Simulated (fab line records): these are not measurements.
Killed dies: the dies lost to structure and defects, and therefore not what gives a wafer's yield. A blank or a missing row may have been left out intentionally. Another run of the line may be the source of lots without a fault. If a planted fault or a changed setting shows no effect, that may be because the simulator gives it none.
fab line records | flow sfq_line
record lots=6 | wafers=18 | last_day=94
route steps=325 shown I0@43
lots that met no fault: taken from a fault-free run of the same line
start_h: hours from the record's opening day to when the first of the lot's shown wafers began | wait_h: hours from the lot's prior step to this one | " identical to the entry in the row above | L1.1+2: a row that stands for several wafers | - no value, or no start was given | * or withheld: withheld | < > ~ a bound
route shown NAME@n: names a module that has steps shown in the file, with the first one's number in the route | usual: mean/standard deviation taken from wafers without a fault | same: alike in all rows | chamber/n: place in a boat | sites: the reading at each site | _std_site: how widely they spread, as a standard deviation | _edge_site: inner sites' mean taken away from outer sites' mean | radius_mm: for every site, how far away it sits from the centre of the wafer | mask NAME#n: copy n | behind: the most recent tool/chamber to have shaped the wafer | hold: why the lot was held/for how many hours/how that ended | device: transistor that didn't switch, given as n, p or np | end of line: the route-end tests of the same wafers | a step with no rows: only its recipe | killed: at the first sort, the dies lost to defects and structure; wafer yield is something else | map: the dies of a wafer, with x for killed, . for not killed, _ for no die there
set.NAME: the run value of the setting; set.NAME@STEP: its run value at that earlier step | model.NAME: the simulator's own value behind a step, which no gauge read
lots seen at some steps along the route; tables by step, rows by wafer
services: a tool's chamber out of use, with start hour (start_h, from the record's first day; less than 0 if before it), hours out, and reason
## steps
# step SFQ_TRILAYER_I0_DEP_PECVD_027
# recipe material=SiO2 | temp_c=150 | time_s=111.11 | pressure_torr=2.4 | rf_w=183.3 | precursor=SiH4/N2O | target_thk_nm=500
# usual heater_power_w=85/18 | throttle_valve_pct=25.2/1
# same time_s=111.11
lot.wafer | tool     | chamber | start_h | wait_h | heater_power_w | since_wet_clean_h | throttle_valve_pct
L593.1    | pecvd-02 | 1       | 151.61  | 0.0    | 89             | 1435              | 26.6
L593.4    | "        | 0       | "       | "      | 82             | -                 | 26.6
L593.6    | "        | 0       | "       | "      | 88             | -                 | 26.8
L598.1    | pecvd-03 | 2       | 181.61  | 0.0    | 93             | 726               | 25.1
L598.3    | "        | 1       | "       | "      | 89             | 726               | 25.5
L598.4    | "        | 2       | "       | "      | 96             | -                 | 25.5
L601.1    | pecvd-02 | 1       | 216.96  | 0.0    | 81             | 9                 | 23.3
L601.2    | "        | 2       | "       | "      | 59             | 9                 | 23.1
L601.3    | "        | 0       | "       | "      | 78             | 9                 | 22.9
L602.3    | pecvd-01 | 1       | 222.96  | 0.0    | 71             | 1137              | 24.6
L602.4    | "        | 0       | "       | "      | 82             | -                 | 24.9
L602.6    | "        | 2       | "       | "      | 66             | -                 | 25.0
L603.1    | pecvd-02 | 2       | 228.51  | 0.0    | 57             | 20                | 23.2
L603.3    | "        | 0       | "       | "      | 69             | 20                | 22.8
L603.5    | "        | 0       | "       | "      | 72             | -                 | 22.7
L613.2    | pecvd-03 | 1       | 299.38  | 0.0    | 92             | 844               | 26.1
L613.3    | "        | 2       | "       | "      | 84             | 844               | 25.3
L613.6    | "        | 1       | "       | "      | 93             | -                 | 26.1
# step SFQ_TRILAYER_I0_CMP_CMP_028
# recipe material=SiO2 | down_force_psi=3 | platen_rpm=60 | pad_velocity_m_s=0.94248
# usual motor_current_A=10.2/0.9 | time_to_endpoint_s=212/8.8
lot.wafer | tool   | chamber | start_h | wait_h | motor_current_A | time_to_endpoint_s
L593.1    | cmp-01 | 3       | 152.23  | 0.6    | 9.5             | 196
L593.4    | "      | 1       | 153.23  | 1.5    | 12.1            | 219
L593.6    | "      | 2       | "       | "      | 10.3            | 230
L598.3    | cmp-02 | 3       | 183.24  | 1.6    | 10.5            | 213
L598.4    | "      | 0       | "       | "      | 10.3            | 226
L598.1    | "      | 1       | "       | "      | 10.2            | 208
L601.3    | cmp-02 | 1       | 218.72  | 1.7    | 10.9            | 204
L601.1    | "      | 2       | "       | "      | 9.0             | 209
L601.2    | "      | 3       | "       | "      | 10.2            | 204
L602.3    | cmp-02 | 1       | 225.72  | 2.7    | 11.2            | 209
L602.4    | "      | 2       | "       | "      | 8.8             | 223
L602.6    | "      | 0       | 227.22  | 4.2    | 9.9             | 229
L603.1    | cmp-02 | 1       | 233.72  | 5.2    | 11.0            | 192
L603.3    | "      | 3       | 234.72  | 6.2    | 10.4            | 205
L603.5    | "      | 1       | 235.72  | 7.1    | 11.0            | 217
L613.3    | cmp-02 | 1       | 305.40  | 6.0    | 10.9            | 198
L613.2    | "      | 3       | 306.40  | 7.0    | 10.8            | 195
L613.6    | "      | 1       | 307.40  | 7.9    | 10.6            | 202
# step SFQ_I0_BOW_MEAS_907
# recipe mode=bow
# usual I0_BOW=0/6.9
lot.wafer | tool          | chamber | start_h | wait_h | I0_BOW[um]
L593.1    | film_metro-04 | -       | 154.73  | 2.0    | 8
L593.4    | "             | -       | "       | "      | -5
L593.6    | "             | -       | "       | "      | 6
L598.1    | film_metro-02 | -       | 186.24  | 1.5    | -4
L598.3    | "             | -       | "       | "      | -2
L598.4    | "             | -       | "       | "      | -14
L601.1    | film_metro-02 | -       | 221.72  | 2.0    | 2
L601.2    | "             | -       | "       | "      | -9
L601.3    | "             | -       | "       | "      | 3
L602.3    | film_metro-02 | -       | 227.76  | 1.5    | -6
L602.4    | "             | -       | "       | "      | -11
L602.6    | "             | -       | "       | "      | 7
L603.1    | film_metro-01 | -       | 236.72  | 2.5    | 4
L603.3    | "             | -       | "       | "      | 7
L603.5    | "             | -       | "       | "      | 4
L613.2    | film_metro-01 | -       | 308.42  | 1.5    | 15
L613.3    | "             | -       | "       | "      | 7
L613.6    | "             | -       | "       | "      | -5
# step SFQ_TRILAYER_I0_METRO_MEASURE_029
# usual thk_nm=200.0/1
lot.wafer | tool          | chamber | start_h | wait_h | thk_nm
L593.1    | film_metro-04 | -       | 154.85  | 0.1    | 199.6
L593.4    | "             | -       | "       | "      | 198.6
L593.6    | "             | -       | "       | "      | 201.2
L598.1    | film_metro-02 | -       | 186.36  | 0.1    | 200.3
L598.3    | "             | -       | "       | "      | 201.0
L598.4    | "             | -       | "       | "      | 201.3
L601.1    | film_metro-02 | -       | 221.84  | 0.1    | 201.0
L601.2    | "             | -       | "       | "      | 199.5
L601.3    | "             | -       | "       | "      | 199.1
L602.3    | film_metro-02 | -       | 228.24  | 0.5    | 199.9
L602.4    | "             | -       | "       | "      | 200.5
L602.6    | "             | -       | "       | "      | 200.1
L603.1    | film_metro-01 | -       | 236.84  | 0.1    | 198.9
L603.3    | "             | -       | "       | "      | 200.9
L603.5    | "             | -       | "       | "      | 198.7
L613.2    | film_metro-01 | -       | 308.72  | 0.3    | 198.8
L613.3    | "             | -       | "       | "      | 199.3
L613.6    | "             | -       | "       | "      | 200.5
# step SFQ_TRILAYER_I0_VIA_LITHO_COAT_036
# recipe resist=BARC | spin_rpm=3000 | resist_thk_nm=62
# step SFQ_TRILAYER_I0_VIA_LITHO_COAT_031
# recipe resist=KrF | spin_rpm=3000 | resist_thk_nm=650
# step SFQ_TRILAYER_I0_VIA_LITHO_SOFTBAKE_035
# recipe temp_c=withheld | time_s=withheld | resist=KrF
# step SFQ_TRILAYER_I0_VIA_LITHO_EXPOSE_032
# recipe mask_id=I0 | na=0.6 | source_shape=conventional | sigma_outer=0.65 | target_cd_nm=500 | dose_mj=21.3
# step SFQ_TRILAYER_I0_VIA_LITHO_PEB_034
# recipe peb_temp_c=115 | peb_time_s=60 | resist=KrF
# step SFQ_TRILAYER_I0_VIA_LITHO_DEVELOP_033
# recipe time_s=60 | resist=KrF
# step SFQ_I0_OVL_MEAS_908
# usual I0_OVL=1/6.2
lot.wafer | tool       | chamber | start_h | wait_h | I0_OVL[nm]
L593.1    | overlay-02 | -       | 206.37  | 0.1    | 3
L593.4    | "          | -       | "       | "      | -3
L593.6    | "          | -       | "       | "      | -6
L598.1    | overlay-02 | -       | 239.52  | 0.1    | 5
L598.3    | "          | -       | "       | "      | 6
L598.4    | "          | -       | "       | "      | 7
L601.1    | overlay-02 | -       | 270.72  | 0.1    | 9
L601.2    | "          | -       | "       | "      | -2
L601.3    | "          | -       | "       | "      | 3
L602.3    | overlay-02 | -       | 277.93  | 0.1    | 0
L602.4    | "          | -       | "       | "      | 3
L602.6    | "          | -       | "       | "      | 1
L603.1    | overlay-02 | -       | 283.92  | 0.1    | 6
L603.3    | "          | -       | "       | "      | -1
L603.5    | "          | -       | "       | "      | 8
L613.2    | overlay-01 | -       | 363.00  | 0.1    | -6
L613.3    | "          | -       | "       | "      | -2
L613.6    | "          | -       | "       | "      | -6
# step SFQ_TRILAYER_I0_VIA_BARC_OPEN_VIA_ETCH_046
# recipe mask_material=PR | chemistry=O2 | target_depth_nm=125 | target=BARC | source_w=500 | bias_w=80 | pressure_mtorr=30 | time_s=41.7
# usual drypump_motor_current_A=5.7/0.36 | oes_product_au=0.685/0.0044 | rf_fwd_power_W=494.0/2.3
# same time_s=41.7
lot.wafer | tool        | chamber | start_h | wait_h | drypump_motor_current_A | oes_product_au | rf_fwd_power_W | rf_hours_counter_h
L593.1    | rie_diel-01 | 0       | 206.40  | 0.0    | 5.2                     | 0.678          | 491.0          | 1
L593.4    | "           | 1       | "       | "      | 6.1                     | 0.684          | 489.0          | 34
L593.6    | "           | 0       | "       | "      | 5.2                     | 0.688          | 491.5          | -
L598.1    | rie_diel-02 | 2       | 239.55  | 0.0    | 6.3                     | 0.688          | 493.8          | 52
L598.3    | "           | 0       | "       | "      | 5.6                     | 0.680          | 491.5          | 8
L598.4    | "           | 3       | "       | "      | 5.2                     | 0.676          | 494.9          | 49
L601.1    | rie_diel-02 | 0       | 270.75  | 0.0    | 5.7                     | 0.678          | 492.9          | 8
L601.2    | "           | 2       | "       | "      | 6.3                     | 0.682          | 496.8          | 52
L601.3    | "           | 1       | "       | "      | 5.5                     | 0.681          | 497.4          | 84
L602.3    | rie_diel-03 | 1       | 277.95  | 0.0    | 5.8                     | 0.690          | 493.9          | 76
L602.4    | "           | 2       | "       | "      | 5.6                     | 0.680          | 495.5          | 5
L602.6    | "           | 1       | "       | "      | 5.8                     | 0.688          | 493.5          | -
L603.1    | rie_diel-02 | 0       | 283.95  | 0.0    | 5.6                     | 0.685          | 491.1          | 9
L603.3    | "           | 1       | "       | "      | 5.5                     | 0.679          | 496.2          | 85
L603.5    | "           | 1       | "       | "      | 5.5                     | 0.687          | 494.4          | -
L613.2    | rie_diel-02 | 3       | 363.03  | 0.0    | 5.2                     | 0.681          | 496.2          | 51
L613.3    | "           | 0       | "       | "      | 5.7                     | 0.685          | 493.5          | 10
L613.6    | "           | 0       | "       | "      | 5.7                     | 0.682          | 494.6          | -
# step SFQ_TRILAYER_I0_VIA_ETCH_VIA_ETCH_034
# recipe target=SiO2 | stop_on=Nb | mask_material=PR | taper_deg=20 | chemistry=CHF3 | target_depth_nm=260 | source_w=500 | bias_w=80 | pressure_mtorr=30 | time_s=withheld
# usual drypump_motor_current_A=5.7/0.36 | oes_product_au=0.854/0.0048 | rf_fwd_power_W=497.8/1.7
lot.wafer | tool        | chamber | start_h | wait_h | drypump_motor_current_A | oes_product_au | rf_fwd_power_W
L593.1    | rie_diel-01 | 0       | 206.44  | 0.0    | 5.2                     | 0.858          | 497.7
L593.4    | "           | 1       | "       | "      | 6.1                     | 0.852          | 497.3
L593.6    | "           | 0       | "       | "      | 5.2                     | 0.850          | 496.6
L598.1    | rie_diel-02 | 2       | 239.59  | 0.0    | 6.3                     | 0.846          | 499.0
L598.3    | "           | 0       | "       | "      | 5.6                     | 0.855          | 496.7
L598.4    | "           | 3       | "       | "      | 5.2                     | 0.853          | 498.8
L601.1    | rie_diel-02 | 0       | 270.79  | 0.0    | 5.7                     | 0.854          | 418.4
L601.2    | "           | 2       | "       | "      | 6.3                     | 0.849          | 415.8
L601.3    | "           | 1       | "       | "      | 5.5                     | 0.859          | 416.8
L602.3    | rie_diel-03 | 1       | 277.99  | 0.0    | 5.8                     | 0.858          | 493.7
L602.4    | "           | 2       | "       | "      | 5.7                     | 0.854          | 498.2
L602.6    | "           | 1       | "       | "      | 5.8                     | 0.855          | 496.7
L603.1    | rie_diel-02 | 0       | 283.99  | 0.0    | 5.6                     | 0.848          | 418.7
L603.3    | "           | 1       | "       | "      | 5.4                     | 0.852          | 417.6
L603.5    | "           | 1       | "       | "      | 5.5                     | 0.851          | 419.6
L613.2    | rie_diel-02 | 3       | 363.07  | 0.0    | 5.2                     | 0.848          | 497.5
L613.3    | "           | 0       | "       | "      | 5.6                     | 0.853          | 498.9
L613.6    | "           | 0       | "       | "      | 5.6                     | 0.857          | 499.0
# step SFQ_TRILAYER_I0_VIA_STRIP_STRIP_035
# recipe gas=O2 | power_w=200 | platen_temp_c=40 | overash_fraction=0.65 | chemistry=O2 | pressure_mtorr=50
# usual drypump_motor_current_A=5.8/0.61 | oes_product_au=0.997/0.0076
lot.wafer | tool         | chamber | start_h | wait_h | drypump_motor_current_A | oes_product_au | rf_hours_counter_h
L593.1    | rie_metal-02 | 0       | 206.56  | -      | 4.6                     | 0.985          | 83
L593.4    | "            | 1       | "       | "      | 5.2                     | 0.997          | -
L593.6    | "            | 0       | "       | "      | 4.6                     | 1.003          | -
L598.1    | rie_metal-01 | 1       | 239.71  | -      | 6.2                     | 0.996          | 76
L598.3    | "            | 1       | "       | "      | 6.2                     | 0.999          | -
L598.4    | "            | 0       | "       | "      | 6.6                     | 0.987          | -
L601.1    | rie_metal-01 | 0       | 270.91  | -      | 6.5                     | 0.990          | 76
L601.2    | "            | 1       | "       | "      | 6.2                     | 0.995          | 82
L601.3    | "            | 1       | "       | "      | 6.2                     | 1.006          | -
L602.3    | rie_metal-01 | 1       | 278.31  | -      | 6.2                     | 1.003          | -
L602.4    | "            | 0       | "       | "      | 6.5                     | 0.993          | -
L602.6    | "            | 0       | "       | "      | 6.5                     | 0.994          | -
L603.1    | rie_metal-02 | 0       | 284.11  | -      | 4.7                     | 0.995          | 99
L603.3    | "            | 0       | "       | "      | 4.6                     | 0.995          | -
L603.5    | "            | 0       | "       | "      | 4.7                     | 0.997          | -
L613.2    | rie_metal-02 | 0       | 363.19  | -      | 4.6                     | 1.006          | 113
L613.3    | "            | 1       | "       | "      | 5.3                     | 0.996          | -
L613.6    | "            | 0       | "       | "      | 4.6                     | 1.014          | -
## services
tool          | chamber | start_h | hours | kind
pecvd-03      | -       | 130.81  | 6.0   | pm
pecvd-02      | 2       | 147.35  | 13.6  | repair
rie_metal-01  | -       | 149.82  | 0.7   | repair
pecvd-02      | -       | 159.02  | 2.8   | pm
pecvd-03      | -       | 173.47  | 2.8   | pm
rie_diel-01   | -       | 185.95  | 1.1   | repair
pecvd-02      | -       | 194.25  | 14.0  | pm
rie_diel-02   | 0       | 200.11  | 16.2  | repair
rie_metal-01  | -       | 223.73  | 14.6  | pm
rie_diel-01   | -       | 229.71  | 14.6  | pm
film_metro-02 | -       | 233.35  | 0.6   | pm
pecvd-03      | 0       | 235.97  | 5.7   | repair
cmp-02        | -       | 236.72  | 4.0   | pm
film_metro-02 | -       | 248.20  | 0.4   | pm
cmp-02        | -       | 256.53  | 1.5   | repair
film_metro-01 | -       | 260.67  | 3.0   | pm
rie_diel-02   | 3       | 267.10  | 4.9   | repair
rie_diel-01   | 2       | 268.36  | 10.2  | repair
film_metro-02 | -       | 273.11  | 0.5   | pm
rie_diel-03   | 0       | 289.13  | 4.0   | repair
rie_diel-03   | 1       | 316.97  | 3.3   | repair
rie_diel-02   | -       | 330.43  | 0.3   | repair
rie_diel-02   | 0       | 333.78  | 4.0   | repair
cmp-02        | -       | 357.25  | 2.1   | repair
## key
first_sign step=SFQ_TRILAYER_I0_VIA_ETCH_VIA_ETCH_034 | reading=rf_fwd_power_W | direction=down | sigmas=47 | usual=497.8 | struck=417.8
effect none on later readings
met_at SFQ_TRILAYER_I0_VIA_ETCH_VIA_ETCH_034
struck_wafers L601.1,L601.2,L601.3,L603.1,L603.3,L603.5
onset_between 239.59 270.79
fault kind=process_parameter_drift | tool=rie_diel-02 | chamber=- | onset_h=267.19 | steps=SFQ_TRILAYER_I0_VIA_ETCH_VIA_ETCH_034 | channel=source_w | offset=-80 | shape=step | end_h=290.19 | acts_in=these_recipes_only | stated=500
